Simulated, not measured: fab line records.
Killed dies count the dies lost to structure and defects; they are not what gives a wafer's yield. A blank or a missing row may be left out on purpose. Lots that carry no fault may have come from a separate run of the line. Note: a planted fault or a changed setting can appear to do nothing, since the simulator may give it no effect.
fab line records ; flow sky130
[record] lots = 6; wafers = 18; lastDay = 50
route steps=708 shown SD_N@344 SD_P@359 RES_XHIGH@360 PAD_OPEN@708
lots that met no fault: from a run of the same line without faults
startH: hours from the record's opening day to when the first of the lot's shown wafers began ; waitH: hours from the lot's prior step to this one ; " the same as in the row above ; L1.1+2: one row covering several wafers at once ; - no value, or no start was given ; * or withheld: withheld ; < > ~ a bound
route shown NAME@n: a module of which the file shows steps, and the number in the route of the first ; usual: the fault-free wafers' mean and standard deviation ; same: alike in all rows ; chamber/n: place in a boat ; sites: per-site readings ; _std_site: the standard deviation of these ; _edge_site: the outer-site mean with the inner-site mean subtracted ; radiusMm: for every site, how far away it sits from the centre of the wafer ; mask NAME#n: copy n ; behind: tool/chamber where the wafer was last shaped ; hold: why the lot went on hold/how many hours it stayed there/how the hold came to an end ; device: which transistor (n, p or np) failed to switch ; end of line: tests run on the same wafers once the route is complete ; a step with no rows: only its recipe ; killed: at the first sort, the dies lost to defects and structure; wafer yield is something else ; map: shows each die of a wafer: x if killed, . if not, _ if none is there
set.NAME: setting as actually run; set.NAME@STEP: the setting as run at that earlier step ; model.NAME: the simulator's own value behind a step, which no gauge read
lots at selected steps of the route; one table per step, one row per wafer
services: a tool's chamber out of use, with start hour (startH, from the record's first day; less than 0 if before it), hours out, and reason
[[steps]]
[step SKY_SD_N_COAT_02]
[recipe] resist = NOVOLAK; spinRpm = 3000; resistThkNm = 1140
[step SKY_SD_N_SOFTBAKE_03]
[recipe] tempC = 90; timeS = 60; resist = NOVOLAK
[step SKY_SD_N_EXPOSE_04]
[recipe] maskId = NSDM; na = 0.6; sourceShape = conventional; sigmaOuter = 0.6; polarization = unpolarized; targetCdNm = 380; doseMj = 141
[step SKY_SD_N_PEB_05]
[recipe] tempC = withheld; timeS = *; resist = NOVOLAK
[step SKY_SD_N_DEVELOP_06]
[recipe] resist = NOVOLAK; developer = TMAH; developTimeS = 60; devTempC = 23
[step SKY_SD_N_CD_MEAS_07]
[recipe] targetCdNm = 380
[usual] cdNm = 380.8/2.2
lot.wafer;tool;chamber;startH;waitH;cdNm
L618.1;cdSem-01;-;677.78;0.1;382.3
L618.4;cdSem-01;-;677.78;0.1;384.4
L618.5;cdSem-01;-;677.78;0.1;382.1
L617.1;cdSem-02;-;681.88;0.1;378.8
L617.2;cdSem-02;-;681.88;0.1;381.0
L617.6;cdSem-02;-;681.88;0.1;382.2
L623.2;cdSem-01;-;727.35;0.1;378.4
L623.3;cdSem-01;-;727.35;0.1;377.2
L623.6;cdSem-01;-;727.35;0.1;377.8
L625.1;cdSem-02;-;745.28;0.1;382.2
L625.2;cdSem-02;-;745.28;0.1;379.3
L625.4;cdSem-02;-;745.28;0.1;378.6
L628.1;cdSem-01;-;765.44;0.1;377.7
L628.3;cdSem-01;-;765.44;0.1;381.2
L628.5;cdSem-01;-;765.44;0.1;380.2
L634.2;cdSem-01;-;813.26;0.1;381.7
L634.3;cdSem-01;-;813.26;0.1;383.5
L634.6;cdSem-01;-;813.26;0.1;382.3
[step SKY_SD_N_OVL_MEAS_08]
[usual] SD_N_OVL = 0.1/1.4
lot.wafer;tool;chamber;startH;waitH;SD_N_OVL[nm]
L618.1;overlay-02;-;677.90;0.1;-0.5
L618.4;overlay-02;-;677.90;0.1;2.5
L618.5;overlay-02;-;677.90;0.1;0.1
L617.1;overlay-02;-;682.00;0.1;0.8
L617.2;overlay-02;-;682.00;0.1;1.9
L617.6;overlay-02;-;682.00;0.1;0.5
L623.2;overlay-01;-;727.46;0.1;1.8
L623.3;overlay-01;-;727.46;0.1;0.3
L623.6;overlay-01;-;727.46;0.1;-0.9
L625.1;overlay-01;-;745.40;0.1;0.3
L625.2;overlay-01;-;745.40;0.1;3.0
L625.4;overlay-01;-;745.40;0.1;2.6
L628.1;overlay-02;-;765.56;0.1;-2.1
L628.3;overlay-02;-;765.56;0.1;-2.6
L628.5;overlay-02;-;765.56;0.1;-1.2
L634.2;overlay-02;-;813.36;0.1;0.0
L634.3;overlay-02;-;813.36;0.1;-0.2
L634.6;overlay-02;-;813.36;0.1;-0.9
[step SKY_SD_N_IMPLANT_09]
[recipe] species = As; energyKev = 50; doseCm2 = 4e+15; tiltDeg = 0
[step SKY_SD_N_IMPLANT_10]
[recipe] species = P; energyKev = 20; doseCm2 = 1e+14; tiltDeg = 0
[step SKY_SD_N_STRIP_11]
[recipe] chemistry = O2/N2; powerW = 1400; pressureMtorr = 1500; platenTempC = withheld; o2FlowSccm = 3000; n2FlowSccm = 300; overashFraction = 0.5
[usual] drypumpMotorCurrentA = 5.9/0.48; n2FlowSccm = 300.0/0.92; oesProductAu = 0.528/0.0045; stripTimeToEndpointS = 22.55/0.038
lot.wafer;tool;chamber;startH;waitH;drypumpMotorCurrentA;n2FlowSccm;oesProductAu;rfHoursCounterH;stripTimeToEndpointS
L618.1;plasmaAsher-03;1;678.23;0.1;5.6;300.3;0.519;84;22.57
L618.4;plasmaAsher-03;0;678.23;0.1;6.7;301.0;0.528;-;22.51
L618.5;plasmaAsher-03;1;678.23;0.1;5.5;300.1;0.524;-;22.52
L617.1;plasmaAsher-03;0;682.33;0.1;6.7;299.0;0.529;84;22.55
L617.2;plasmaAsher-03;1;682.33;0.1;5.5;300.7;0.530;84;22.55
L617.6;plasmaAsher-03;0;682.33;0.1;6.7;299.2;0.534;-;22.58
L623.2;plasmaAsher-03;1;727.79;0.1;5.5;299.9;0.530;89;22.58
L623.3;plasmaAsher-03;1;727.79;0.1;5.5;299.2;0.525;-;22.57
L623.6;plasmaAsher-03;1;727.79;0.1;5.5;301.8;0.516;-;22.56
L625.1;plasmaAsher-04;1;745.74;0.1;6.2;300.6;0.529;0;22.50
L625.2;plasmaAsher-04;0;745.74;0.1;5.8;300.4;0.531;0;22.55
L625.4;plasmaAsher-04;1;745.74;0.1;6.2;299.5;0.521;-;22.52
L628.1;plasmaAsher-01;1;765.89;0.1;5.6;298.1;0.531;32;22.62
L628.3;plasmaAsher-01;1;765.89;0.1;5.6;299.7;0.529;-;22.66
L628.5;plasmaAsher-01;1;765.89;0.1;5.6;299.0;0.528;-;22.66
L634.2;plasmaAsher-01;1;813.69;0.1;5.6;298.7;0.530;37;22.59
L634.3;plasmaAsher-01;1;813.69;0.1;5.6;299.7;0.527;-;22.59
L634.6;plasmaAsher-01;1;813.69;0.1;5.6;299.8;0.528;-;22.57
[step SKY_SD_N_TW_MEAS_12]
[usual] SD_N_TW = 3995/41
lot.wafer;tool;chamber;startH;waitH;SD_N_TW
L618.1;filmMetro-01;-;678.33;0.1;4010
L618.4;filmMetro-01;-;678.33;0.1;4024
L618.5;filmMetro-01;-;678.33;0.1;4049
L617.1;filmMetro-03;-;682.43;0.1;3945
L617.2;filmMetro-03;-;682.43;0.1;3952
L617.6;filmMetro-03;-;682.43;0.1;3951
L623.2;filmMetro-01;-;727.90;0.1;4009
L623.3;filmMetro-01;-;727.90;0.1;3995
L623.6;filmMetro-01;-;727.90;0.1;4028
L625.1;filmMetro-03;-;745.84;0.1;3967
L625.2;filmMetro-03;-;745.84;0.1;3966
L625.4;filmMetro-03;-;745.84;0.1;3957
L628.1;filmMetro-02;-;765.99;0.1;4012
L628.3;filmMetro-02;-;765.99;0.1;4011
L628.5;filmMetro-02;-;765.99;0.1;4036
L634.2;filmMetro-03;-;813.80;0.1;4070
L634.3;filmMetro-03;-;813.80;0.1;4055
L634.6;filmMetro-03;-;813.80;0.1;4089
[step SKY_SD_N_CLEAN_13]
[recipe] chemistry = SC1/SC2; mix = 1:4:20; tempC = 70; timeS = 150; dry = n2Spin
[step SKY_SD_N_RTA_14]
[recipe] tempC = 1075; timeS = 2; idleTempC = 650; rampUpCPerS = 150; rampDownCPerS = 90; ambient = N2
[usual] lampPowerPct = 15.74/0.059; wafer_temp_C_max = 1077.9/1.2
lot.wafer;tool;chamber;startH;waitH;lampPowerPct;wafer_temp_C_max
L618.1;rtpAnneal-01;0;678.44;0.0;15.74;1077.4
L618.4;rtpAnneal-01;0;678.44;0.0;15.72;1076.6
L618.5;rtpAnneal-01;0;678.44;0.0;15.72;1078.5
L617.1;rtpAnneal-02;0;682.54;0.0;15.71;1078.8
L617.2;rtpAnneal-02;0;682.54;0.0;15.74;1078.5
L617.6;rtpAnneal-02;0;682.54;0.0;15.76;1077.3
L623.2;rtpAnneal-01;0;728.00;0.0;14.45;1077.7
L623.3;rtpAnneal-01;0;728.00;0.0;14.22;1077.8
L623.6;rtpAnneal-01;0;728.00;0.0;14.33;1078.9
L625.1;rtpAnneal-01;0;745.95;0.0;14.32;1077.1
L625.2;rtpAnneal-01;0;745.95;0.0;14.42;1078.7
L625.4;rtpAnneal-01;0;745.95;0.0;14.29;1076.6
L628.1;rtpAnneal-02;0;766.10;0.0;15.73;1076.9
L628.3;rtpAnneal-02;0;766.10;0.0;15.74;1078.4
L628.5;rtpAnneal-02;0;766.10;0.0;15.71;1078.8
L634.2;rtpAnneal-02;0;813.91;0.0;15.71;1076.7
L634.3;rtpAnneal-02;0;813.91;0.0;15.75;1078.7
L634.6;rtpAnneal-02;0;813.91;0.0;15.72;1077.9
[step SKY_SD_N_RS_MEAS_16]
[recipe] thkMeasGauge = four-point-probe
[usual] SD_N_RS = 68.46/0.12
lot.wafer;tool;chamber;startH;waitH;SD_N_RS[ohm/sq]
L618.1;filmMetro-01;-;678.62;0.1;68.64
L618.4;filmMetro-01;-;678.62;0.1;68.52
L618.5;filmMetro-01;-;678.62;0.1;68.62
L617.1;filmMetro-01;-;682.72;0.1;68.77
L617.2;filmMetro-01;-;682.72;0.1;68.67
L617.6;filmMetro-01;-;682.72;0.1;68.58
L623.2;filmMetro-01;-;728.19;0.1;74.80
L623.3;filmMetro-01;-;728.19;0.1;74.54
L623.6;filmMetro-01;-;728.19;0.1;74.58
L625.1;filmMetro-02;-;746.12;0.1;74.77
L625.2;filmMetro-02;-;746.12;0.1;74.82
L625.4;filmMetro-02;-;746.12;0.1;74.70
L628.1;filmMetro-02;-;766.28;0.1;68.44
L628.3;filmMetro-02;-;766.28;0.1;68.55
L628.5;filmMetro-02;-;766.28;0.1;68.39
L634.2;filmMetro-02;-;814.10;0.1;68.40
L634.3;filmMetro-02;-;814.10;0.1;68.41
L634.6;filmMetro-02;-;814.10;0.1;68.42
[step SKY_SD_N_RS_MEAS_17]
[recipe] thkMeasGauge = four-point-probe
[usual] SD_P_RS = 146.9/0.43
lot.wafer;tool;chamber;startH;waitH;SD_P_RS[ohm/sq]
L618.1;filmMetro-01;-;678.74;0.1;147.2
L618.4;filmMetro-01;-;678.74;0.1;146.7
L618.5;filmMetro-01;-;678.74;0.1;147.1
L617.1;filmMetro-01;-;682.84;0.1;147.6
L617.2;filmMetro-01;-;682.84;0.1;147.5
L617.6;filmMetro-01;-;682.84;0.1;147.8
L623.2;filmMetro-01;-;728.31;0.1;185.3
L623.3;filmMetro-01;-;728.31;0.1;185.5
L623.6;filmMetro-01;-;728.31;0.1;185.6
L625.1;filmMetro-02;-;746.24;0.1;185.1
L625.2;filmMetro-02;-;746.24;0.1;185.6
L625.4;filmMetro-02;-;746.24;0.1;185.5
L628.1;filmMetro-02;-;766.40;0.1;147.3
L628.3;filmMetro-02;-;766.40;0.1;147.4
L628.5;filmMetro-02;-;766.40;0.1;147.2
L634.2;filmMetro-02;-;814.22;0.1;146.2
L634.3;filmMetro-02;-;814.22;0.1;146.2
L634.6;filmMetro-02;-;814.22;0.1;146.4
[step SKY_SD_N_RS_MEAS_18]
[recipe] thkMeasGauge = four-point-probe
[usual] RES_XHIGH_RS = 332.8/1.1
lot.wafer;tool;chamber;startH;waitH;RES_XHIGH_RS[ohm/sq]
L618.1;filmMetro-01;-;678.86;0.1;333.1
L618.4;filmMetro-01;-;678.86;0.1;332.6
L618.5;filmMetro-01;-;678.86;0.1;333.6
L617.1;filmMetro-01;-;682.96;0.1;333.9
L617.2;filmMetro-01;-;682.96;0.1;332.7
L617.6;filmMetro-01;-;682.96;0.1;333.2
L623.2;filmMetro-01;-;728.43;0.1;335.5
L623.3;filmMetro-01;-;728.43;0.1;335.8
L623.6;filmMetro-01;-;728.43;0.1;335.8
L625.1;filmMetro-02;-;746.36;0.1;334.3
L625.2;filmMetro-02;-;746.36;0.1;336.1
L625.4;filmMetro-02;-;746.36;0.1;335.3
L628.1;filmMetro-02;-;766.52;0.1;333.9
L628.3;filmMetro-02;-;766.52;0.1;333.8
L628.5;filmMetro-02;-;766.52;0.1;334.5
L634.2;filmMetro-02;-;814.34;0.1;335.1
L634.3;filmMetro-02;-;814.34;0.1;333.8
L634.6;filmMetro-02;-;814.34;0.1;334.4
[step SKY_PAD_OPEN_PROBE_99]
[usual] killed_at_M0_to_M3 = 43/7; killed_at_M4_up = 3.1/2; killedAtContacts = 24/5.3; killedAtFrontEnd = 15/4.2; killedAtOther = 0.4/0.66; killedDies = 86/9.5; killedOnRim = 17/3.9; killedOpen = 47/7.4; killedShort = 38/6.2
[same] grossDies = 492; killedAtBackSide = 0
lot.wafer;tool;chamber;startH;waitH;killed_at_M0_to_M3;killed_at_M4_up;killedAtContacts;killedAtFrontEnd;killedAtOther;killedDies;killedOnRim;killedOpen;killedShort;model.etest.resXhighPo.lineOhmUm;model.etest.resXhighPo.rsOhmSq;model.etest.tipP.rsOhmSq;model.etest.pfet_01v8.rOnOhmUm;model.etest.resPdiff.lineOhmUm;model.etest.resHighPo.lineOhmUm;model.etest.liconHighPo.rcOhm;model.etest.pfetG5v0d10v5.rOnOhmUm
L618.1;prober-01;-;1098.39;0.1;47;4;27;17;0;95;16;47;47;5374;1913;6871;2938;1397;710.4;343.7;4763
L618.4;prober-01;-;1098.54;0.2;48;8;24;13;1;94;18;55;37;5696;2012;6917;2942;1392;733.4;352.1;4810
L618.5;prober-01;-;1098.59;0.2;37;4;26;11;0;78;16;42;36;5355;1886;6881;2930;1379;717.1;322.1;4765
L617.1;prober-02;-;1101.70;0.1;39;4;23;15;0;81;12;36;44;6084;2129;6861;2904;1407;773.6;386.3;4673
L617.2;prober-02;-;1101.75;0.1;38;2;24;21;0;85;14;52;33;5925;2072;6810;2898;1383;770;357.4;4700
L617.6;prober-02;-;1101.95;0.2;33;2;20;20;1;76;15;42;34;5952;2062;6911;2852;1418;796.1;356;4560
L623.2;prober-01;-;1135.40;0.1;58;2;21;10;1;92;17;49;43;9166;3196;7486;3398;1752;1106;650;5088
L623.3;prober-01;-;1135.45;0.2;38;2;20;13;0;73;11;36;37;9244;3222;7473;3476;1778;1105;678.8;5063
L623.6;prober-01;-;1135.60;0.2;45;1;31;18;1;96;19;49;47;9097;3213;7493;3483;1801;1097;671.2;5060
L625.1;prober-02;-;1147.09;0.1;49;3;25;17;0;94;21;51;43;9019;3115;7527;3433;1736;1092;648.5;5017
L625.2;prober-02;-;1147.14;0.1;47;1;27;21;0;96;21;57;39;8941;3095;7593;3383;1762;1083;657.8;5068
L625.4;prober-02;-;1147.24;0.2;56;4;21;24;0;105;20;55;50;8716;3057;7642;3472;1762;1083;623.8;5038
L628.1;prober-01;-;1160.64;0.1;47;2;26;7;0;82;19;41;41;5903;2087;6917;2835;1367;770.7;358.5;4842
L628.3;prober-01;-;1160.74;0.2;46;4;16;13;0;79;16;38;41;6258;2189;6911;2872;1354;788.8;356.9;4754
L628.5;prober-01;-;1160.84;0.2;30;3;24;18;0;75;13;42;33;5794;2051;6875;2918;1401;763.3;354.7;4892
L634.2;prober-01;-;1190.73;0.1;43;3;19;19;0;84;18;50;34;5789;2067;6819;2950;1358;745.7;343.1;4719
L634.3;prober-01;-;1190.78;0.2;44;0;29;16;0;89;13;53;36;5578;1988;6852;2938;1331;742.9;349.4;4646
L634.6;prober-01;-;1190.93;0.2;58;3;14;11;0;86;13;39;47;5615;1976;6853;2953;1358;729.3;346.9;4692
// killed by level:class
L618.1 VIA2:geometricParticle:open=11 VIA1:geometricParticle:open=11 CONTACT:geometricParticle:open=9 CONTACT:geometricParticle:short=8 METAL2:geometricParticle:short=7 POLY_GATE:geometricParticle:open=6 LOCAL_INTERCONNECT:geometricParticle:short=6 FIELD_ISO:geometricParticle:short=5
L618.4 CONTACT:geometricParticle:open=14 VIA1:geometricParticle:open=13 VIA3:geometricParticle:open=7 METAL2:geometricParticle:short=7 VIA2:geometricParticle:short=5 METAL4:geometricParticle:short=5 FIELD_ISO:geometricParticle:open=4 VIA2:geometricParticle:open=4
L618.5 CONTACT:geometricParticle:open=10 METAL2:geometricParticle:short=10 LI_CONTACT:geometricParticle:open=8 VIA1:geometricParticle:open=7 VIA3:geometricParticle:open=6 CONTACT:geometricParticle:short=5 VIA2:geometricParticle:open=5 POLY_GATE:geometricParticle:short=4
L617.1 CONTACT:geometricParticle:open=7 VIA1:geometricParticle:open=7 VIA3:geometricParticle:open=6 LI_CONTACT:geometricParticle:open=5 POLY_GATE:geometricParticle:short=5 LOCAL_INTERCONNECT:geometricParticle:short=5 VIA2:geometricParticle:open=5 VIA3:geometricParticle:short=5
L617.2 VIA1:geometricParticle:open=14 CONTACT:geometricParticle:open=9 LI_CONTACT:geometricParticle:open=7 METAL2:geometricParticle:short=7 VIA1:geometricParticle:short=6 POLY_GATE:geometricParticle:open=5 VIA3:geometricParticle:open=5 FIELD_ISO:geometricParticle:short=4
L617.6 VIA1:geometricParticle:open=14 POLY_GATE:geometricParticle:open=7 CONTACT:geometricParticle:open=7 CONTACT:geometricParticle:short=6 FIELD_ISO:geometricParticle:short=5 METAL2:geometricParticle:short=4 POLY_GATE:geometricParticle:short=4 LI_CONTACT:geometricParticle:open=4
L623.2 VIA1:geometricParticle:open=18 METAL1:geometricParticle:short=10 METAL2:geometricParticle:short=9 LI_CONTACT:geometricParticle:open=7 VIA2:geometricParticle:open=6 CONTACT:geometricParticle:open=5 CONTACT:geometricParticle:short=5 METAL3:geometricParticle:short=4
L623.3 LI_CONTACT:geometricParticle:open=10 METAL1:geometricParticle:short=9 VIA1:geometricParticle:open=6 CONTACT:geometricParticle:open=5 VIA1:geometricParticle:short=5 METAL2:geometricParticle:short=5 VIA2:geometricParticle:open=5 POLY_GATE:geometricParticle:short=4
L623.6 LI_CONTACT:geometricParticle:open=13 VIA1:geometricParticle:open=9 VIA1:geometricParticle:short=8 METAL2:geometricParticle:short=7 FIELD_ISO:geometricParticle:open=6 CONTACT:geometricParticle:open=6 LI_CONTACT:geometricParticle:short=5 METAL1:geometricParticle:short=5
L625.1 CONTACT:geometricParticle:open=12 VIA1:geometricParticle:open=9 VIA3:geometricParticle:open=9 CONTACT:geometricParticle:short=8 POLY_GATE:geometricParticle:open=7 VIA2:geometricParticle:open=6 METAL2:geometricParticle:short=5 METAL1:geometricParticle:short=4
L625.2 VIA1:geometricParticle:open=12 CONTACT:geometricParticle:open=10 LI_CONTACT:geometricParticle:open=7 VIA3:geometricParticle:open=7 METAL2:geometricParticle:short=6 POLY_GATE:geometricParticle:short=5 POLY_GATE:geometricParticle:open=5 CONTACT:geometricParticle:short=5
L625.4 VIA1:geometricParticle:open=13 METAL1:geometricParticle:short=11 CONTACT:geometricParticle:open=11 POLY_GATE:geometricParticle:short=8 VIA2:geometricParticle:open=7 FIELD_ISO:geometricParticle:open=5 POLY_GATE:geometricParticle:open=5 METAL2:geometricParticle:short=5
L628.1 LI_CONTACT:geometricParticle:open=10 VIA1:geometricParticle:open=10 VIA1:geometricParticle:short=8 VIA3:geometricParticle:open=8 CONTACT:geometricParticle:open=6 CONTACT:geometricParticle:short=6 VIA3:geometricParticle:short=5 METAL2:geometricParticle:short=5
L628.3 VIA1:geometricParticle:short=8 VIA2:geometricParticle:open=7 VIA3:geometricParticle:open=6 CONTACT:geometricParticle:open=6 LI_CONTACT:geometricParticle:open=5 METAL1:geometricParticle:short=5 VIA3:geometricParticle:short=5 FIELD_ISO:geometricParticle:short=4
L628.5 CONTACT:geometricParticle:open=11 VIA2:geometricParticle:open=8 FIELD_ISO:geometricParticle:short=7 LI_CONTACT:geometricParticle:open=5 VIA1:geometricParticle:open=5 LOCAL_INTERCONNECT:geometricParticle:short=4 VIA3:geometricParticle:open=4 SPACER:geometricParticle:short=3
L634.2 VIA1:geometricParticle:open=14 LI_CONTACT:geometricParticle:open=8 CONTACT:geometricParticle:open=8 FIELD_ISO:geometricParticle:open=6 POLY_GATE:geometricParticle:short=6 METAL1:geometricParticle:short=6 VIA3:geometricParticle:short=5 VIA1:geometricParticle:short=4
L634.3 VIA1:geometricParticle:open=14 CONTACT:geometricParticle:open=12 LI_CONTACT:geometricParticle:open=6 VIA2:geometricParticle:open=6 CONTACT:geometricParticle:short=6 METAL1:geometricParticle:short=6 VIA1:geometricParticle:short=4 VIA3:geometricParticle:open=4
L634.6 VIA2:geometricParticle:open=11 VIA1:geometricParticle:open=10 METAL1:geometricParticle:short=10 CONTACT:geometricParticle:open=9 METAL2:geometricParticle:short=8 VIA2:geometricParticle:short=6 FIELD_ISO:geometricParticle:short=4 VIA1:geometricParticle:short=4
[[services]]
tool;chamber;startH;hours;kind
plasmaAsher-01;-;669.85;1.6;repair
plasmaAsher-04;-;733.75;9.0;pm
plasmaAsher-04;0;733.75;9.0;ventCycle
plasmaAsher-04;1;733.75;9.0;ventCycle
plasmaAsher-04;0;742.75;-;clean
plasmaAsher-04;1;742.75;-;clean
plasmaAsher-03;-;809.57;1.3;repair
[[key]]
[firstSign] step = SKY_SD_N_RTA_14; reading = lampPowerPct; direction = down; sigmas = 24; usual = 15.74; struck = 14.34
[effect] step = SKY_SD_N_RS_MEAS_16; reading = SD_N_RS; direction = up; sigmas = 51; usual = 68.46; struck = 74.70
[effect] step = SKY_SD_N_RS_MEAS_17; reading = SD_P_RS; direction = up; sigmas = 91; usual = 146.9; struck = 185.4
[effect] step = SKY_SD_N_RS_MEAS_18; reading = RES_XHIGH_RS; direction = up; sigmas = 2.3; usual = 332.8; struck = 335.5
[modelEffect] step = SKY_PAD_OPEN_PROBE_99; value = etest.resXhighPo.lineOhmUm; without = 5880; struck = 9030
metAt SKY_SD_N_RTA_14
struckWafers L623.2,L623.3,L623.6,L625.1,L625.2,L625.4
testerLeftOut L623,L625
onsetBetween 678.44 728.00
[fault] kind = processParameterDrift; tool = rtpAnneal-01; chamber = -; onsetH = 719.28; steps = SKY_SD_N_RTA_14; channel = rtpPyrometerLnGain; offset = 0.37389; shape = step; endH = 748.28
// testerLeftOut: of these lots the tester's yield and bins aren't shown, on N5 and GAA mostly nor the transistor test; their killed dies are dies lost to structure and defects alone, not to doping, threshold or leakage, so they don't give the yield
